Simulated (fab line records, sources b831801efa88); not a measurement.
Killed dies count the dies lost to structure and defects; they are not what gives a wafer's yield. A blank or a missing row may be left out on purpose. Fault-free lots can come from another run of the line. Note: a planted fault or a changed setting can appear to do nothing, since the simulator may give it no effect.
Which tool is to blame? | flow gf180mcu | Sampling: 12 lots, 36 wafers, 5 of 602 route steps

== WHAT THE GAUGES READ, wafer by wafer ==
GF_M5_CD_MEAS_07: target cd 280 nm.
lot  | measured     | on        | cd-nm (nm)
L637 | day 26 06:47 | cd-sem-01 | 278.3 280.3 279.8
L638 | day 26 14:32 | cd-sem-02 | 279.3 278.4 279.9
L639 | day 26 21:29 | cd-sem-02 | 278.6 277.5 278.4
L641 | day 27 19:08 | cd-sem-01 | 279.8 280.4 279.9
L643 | day 28 05:06 | cd-sem-02 | 279.1 279.2 278.7
L645 | day 29 03:17 | cd-sem-02 | 278.7 279.0 278.6
L646 | day 29 07:31 | cd-sem-01 | 278.9 279.4 278.9
L647 | day 29 17:17 | cd-sem-02 | 280.6 279.2 279.5
L649 | day 30 19:41 | cd-sem-02 | 281.1 279.5 281.0
L651 | day 31 01:51 | cd-sem-02 | 280.6 280.4 279.2
L655 | day 32 00:20 | cd-sem-02 | 279.5 279.9 280.2
L660 | day 32 23:38 | cd-sem-01 | 279.1 278.9 279.0

GF_TOP_METAL_CD_MEAS_14: target cd 440 nm.
lot  | measured     | on        | cd-nm (nm)
L637 | day 28 02:19 | cd-sem-01 | 436.9 438.6 439.7
L638 | day 28 09:47 | cd-sem-01 | 443.9 443.3 441.3
L639 | day 28 16:36 | cd-sem-02 | 441.5 442.2 439.9
L641 | day 29 12:02 | cd-sem-02 | 441.3 440.1 441.5
L643 | day 29 23:25 | cd-sem-02 | 439.3 441.4 440.1
L645 | day 30 20:37 | cd-sem-02 | 439.5 438.5 439.5
L646 | day 30 22:52 | cd-sem-02 | 442.4 441.0 441.8
L647 | day 31 08:33 | cd-sem-02 | 439.6 437.9 439.4
L649 | day 32 09:25 | cd-sem-01 | 439.9 440.0 439.4
L651 | day 32 13:51 | cd-sem-01 | 438.4 437.5 436.3
L655 | day 33 12:42 | cd-sem-01 | 453.2 453.7 455.5
L660 | day 34 10:41 | cd-sem-01 | 447.8 450.0 450.6

== TOOL THAT RAN EACH LOT (tool first, then ch and the chambers of the sampled wafers, then the start) ==
lot  | GF_V5_CVD_02                    | GF_V5_CMP_04                  | GF_TOP_METAL_EXPOSE_11
L637 | pecvd-02 ch 0,1, day 26 07:44   | cmp-02 ch 0,3, day 26 07:59   | iline-stepper-02 ch 0, day 27 16:44
L638 | pecvd-03 ch 0,1, day 26 15:29   | cmp-01 ch 2,3, day 26 15:39   | iline-stepper-01 ch 0, day 28 00:28
L639 | pecvd-02 ch 0,1,2, day 26 22:26 | cmp-02 ch 1,2,3, day 26 22:36 | iline-stepper-01 ch 0, day 28 07:15
L641 | pecvd-02 ch 0,1,2, day 27 20:05 | cmp-01 ch 0,1,3, day 27 20:15 | iline-stepper-01 ch 0, day 29 03:19
L643 | pecvd-04 ch 0,1, day 28 06:04   | cmp-02 ch 0,1,3, day 28 06:17 | iline-stepper-02 ch 0, day 29 13:44
L645 | pecvd-04 ch 0,1, day 29 04:16   | cmp-01 ch 0,2, day 29 04:59   | iline-stepper-02 ch 0, day 30 11:46
L646 | pecvd-03 ch 0,1, day 29 08:28   | cmp-01 ch 0,1,2, day 29 08:47 | iline-stepper-02 ch 0, day 30 14:11
L647 | pecvd-02 ch 0,2, day 29 18:16   | cmp-02 ch 1,2, day 29 18:26   | iline-stepper-01 ch 0, day 31 00:09
L649 | pecvd-03 ch 0,2, day 30 20:38   | cmp-02 ch 0,2,3, day 30 20:52 | iline-stepper-01 ch 0, day 32 01:01
L651 | pecvd-03 ch 0,1, day 31 02:46   | cmp-02 ch 2,3, day 31 03:02   | iline-stepper-01 ch 0, day 32 06:55
L655 | pecvd-04 ch 2, day 32 01:22     | cmp-02 ch 0,1,3, day 32 01:55 | iline-stepper-01 ch 0, day 33 05:05
L660 | pecvd-04 ch 0,1,2, day 33 00:42 | cmp-01 ch 1,2, day 33 00:52   | iline-stepper-01 ch 0, day 34 02:54
- GF_V5_CVD_02: deposits SiO2 from TEOS, target thk 1450 nm, time 163.28 s.
- GF_V5_CMP_04: polishes SiO2.
- GF_TOP_METAL_EXPOSE_11: exposes mask MetalTop, target cd 440 nm.

== WHAT THE TOOLS THEMSELVES READ (means of the sampled wafers that have a number; where no wafer has one, the mark that the record gives instead) ==
GF_V5_CVD_02.
lot  | tool     | heater-power-w (W)
L637 | pecvd-02 | 742
L638 | pecvd-03 | 592
L639 | pecvd-02 | 635
L641 | pecvd-02 | 673
L643 | pecvd-04 | 698
L645 | pecvd-04 | 693
L646 | pecvd-03 | 572
L647 | pecvd-02 | 665
L649 | pecvd-03 | 656
L651 | pecvd-03 | 616
L655 | pecvd-04 | 602
L660 | pecvd-04 | 615

GF_V5_CMP_04.
lot  | tool   | motor-current-A (A) | slurry-flow-ml-min
L637 | cmp-02 | 12.3                | 150.0
L638 | cmp-01 | 11.7                | 149.9
L639 | cmp-02 | 12.2                | 149.8
L641 | cmp-01 | 12.2                | 149.8
L643 | cmp-02 | 12.9                | 150.5
L645 | cmp-01 | 11.7                | 149.9
L646 | cmp-01 | 11.7                | 149.8
L647 | cmp-02 | 13.6                | 149.5
L649 | cmp-02 | 11.8                | 150.0
L651 | cmp-02 | 11.4                | 149.8
L655 | cmp-02 | 12.7                | 149.9
L660 | cmp-01 | 11.7                | 149.8

GF_TOP_METAL_EXPOSE_11.
lot  | tool             | exposure-dose-mJ-cm2 | focus-offset-nm (nm)
L637 | iline-stepper-02 | 169.94               | 0.0
L638 | iline-stepper-01 | 169.77               | 0.1
L639 | iline-stepper-01 | 169.65               | -0.3
L641 | iline-stepper-01 | 169.97               | 0.5
L643 | iline-stepper-02 | 169.79               | -0.6
L645 | iline-stepper-02 | 169.95               | -0.7
L646 | iline-stepper-02 | 169.97               | 0.5
L647 | iline-stepper-01 | 169.72               | 0.0
L649 | iline-stepper-01 | 169.80               | -0.4
L651 | iline-stepper-01 | 170.00               | 0.2
L655 | iline-stepper-01 | 161.24               | 0.0
L660 | iline-stepper-01 | 163.11               | -0.0

== THE ANSWER, worked out from the rows above alone ==
Rule: the usual values come from the lots themselves. The widest of any qualifying gaps counts: lots, ordered by their means at a reading, are off when they make up no more than a third of the lots, leave a main group of 4 or more, and stand apart from it by 3 or more times the standard deviation of that group's means. A main group whose means are all the same, to the digits that the tables above print for the reading, isn't used. Also off: a lot with no number at a reading for which 4 or more lots have one. Where the step has rows for the other lots, those lots are counted as sound. First the gauges in route order, then the tools' own readings, where a lot's mean is used as printed above. The first step at which some lot is off is used, and at that step the reading that is off furthest; a lot without a number counts as furthest.
Off, at GF_TOP_METAL_CD_MEAS_14 on cd-nm: L655, L660. For the main group the mean is 440.1 nm and the standard deviation 1.6.
If a tool, at a process step before that reading, ran all the lots that are off and no sound lot after the first of them, it fits. The gauges at GF_TOP_METAL_CD_MEAS_14 aren't tried: what is off there is off at GF_TOP_METAL_EXPOSE_11 too, on other tools, and a gauge's error can't cause that. 2 tools fit, pecvd-04 at GF_V5_CVD_02 and iline-stepper-01 at GF_TOP_METAL_EXPOSE_11, so this cannot tell which one it is.

== WHAT WAS PUT IN BY THE SIMULATOR ==
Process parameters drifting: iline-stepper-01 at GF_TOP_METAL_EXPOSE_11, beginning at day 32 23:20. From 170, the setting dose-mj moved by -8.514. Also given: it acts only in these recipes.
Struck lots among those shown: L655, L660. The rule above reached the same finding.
